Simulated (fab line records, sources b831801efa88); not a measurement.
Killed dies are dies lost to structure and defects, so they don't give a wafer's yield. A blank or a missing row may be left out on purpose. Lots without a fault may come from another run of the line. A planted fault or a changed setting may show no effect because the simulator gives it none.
Problem report in the 8D (eight disciplines) form, filled by code | flow gf180mcu | the parts of the form that need people (team, actions taken, sign-off) are left out

1. THE PROBLEM
cathode_dc_power_W at GF_MIM_SPUTTER_02 reads a mean of 5523 W on 3 wafers of 2 lots; wafers without a fault read 10600 W with a standard deviation of 1.7. That is -99 or more standard deviations from the usual mean.
The step: material AlCu, target thk 450 nm, time 23.9 s.
First seen on wafer L657.1, day 29 07:19, on pvd_sputter-04. The record holds 18 wafers of 6 lots with a number at this step. Rule for "out", or "out of limits": more than 4 standard deviations from the usual mean. The other wafers with a number count as sound.

2. WHAT IT IS AND WHAT IT IS NOT
question                    | is                     | is not
which readings at this step | cathode_dc_power_W     | throttle_valve_pct
which lots                  | L657, L658             | L644, L651, L663, L664
which wafers of those lots  | L657.1, L657.5, L658.3 | L657.4, L658.1, L658.5
read on which tools         | pvd_sputter-04         | pvd_sputter-01
when                        | from day 29 07:19      | up to then (7 sound wafers); but 8 sound wafers of L658, L663, L664 came after

3. SUSPECTS, AND WHAT RULES EACH OUT
Counting: a tool at a process step up to the reading stays a suspect if it ran every lot that is out. Sound lots after the first of them don't rule it out here, since some wafers of a struck lot are sound.
- rie_diel-02 at GF_V4_ETCH_17 (etches SiO2 in C4F8/O2/Ar, stops on TiN, target depth 630 nm): kept. It ran every lot that is out, first L657 (day 29 06:33); its last sound lot up to then is L644 (day 24 05:38). GF_V4_ETCH_17 gives no start for some lots, so the hours and the order of its lots are those of GF_V4_SPUTTER_22.
- cvd_w-01 at GF_V4_CVD_23 (deposits W, target thk 350 nm, time 104.9 s): kept. It ran every lot that is out, first L657 (day 29 06:35).
- pvd_sputter-04 at GF_MIM_SPUTTER_00 (material Ti, target thk 37.5 nm, time 150 s): kept. It ran every lot that is out, first L657 (day 29 07:11); its last sound lot up to then is L644 (day 24 06:16).
- pvd_sputter-04 at GF_MIM_SPUTTER_02 (material AlCu, target thk 450 nm, time 23.9 s): kept. It ran every lot that is out, first L657 (day 29 07:19); its last sound lot up to then is L644 (day 24 06:24). Its own readings are out on those wafers: cathode_dc_power_W.
Left after counting: rie_diel-02 at GF_V4_ETCH_17, cvd_w-01 at GF_V4_CVD_23, pvd_sputter-04 at GF_MIM_SPUTTER_00, pvd_sputter-04 at GF_MIM_SPUTTER_02.

4. THE CAUSE (what the simulator had put in)
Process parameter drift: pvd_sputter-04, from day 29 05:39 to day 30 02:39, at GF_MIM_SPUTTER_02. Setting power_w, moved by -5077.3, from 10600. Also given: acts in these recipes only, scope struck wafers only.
Counting left 4 suspects, and this tool is among them.

5. THE CHAIN OF EFFECTS, in route order
Each row: a reading whose mean over the struck wafers that have a number lies more than 3 standard deviations from the usual. Only readings for which the record gives a usual standard deviation are gone through. hours: the time from each lot's start at the first step in this table that gives one to its start at this step, as a median over the lots. sigmas: the change in usual standard deviations.
hours | step              | reading            | usual   | on struck wafers | change | sigmas
0     | GF_MIM_SPUTTER_02 | cathode_dc_power_W | 10600 W | 5523             | -5077  | -99 or more
The process steps in it:
- GF_MIM_SPUTTER_02: material AlCu, target thk 450 nm, time 23.9 s.

6. WHAT WOULD HAVE CAUGHT IT SOONER
In this record the first reading out of limits was taken at day 29 07:19, 2 hours after the fault began at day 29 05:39.
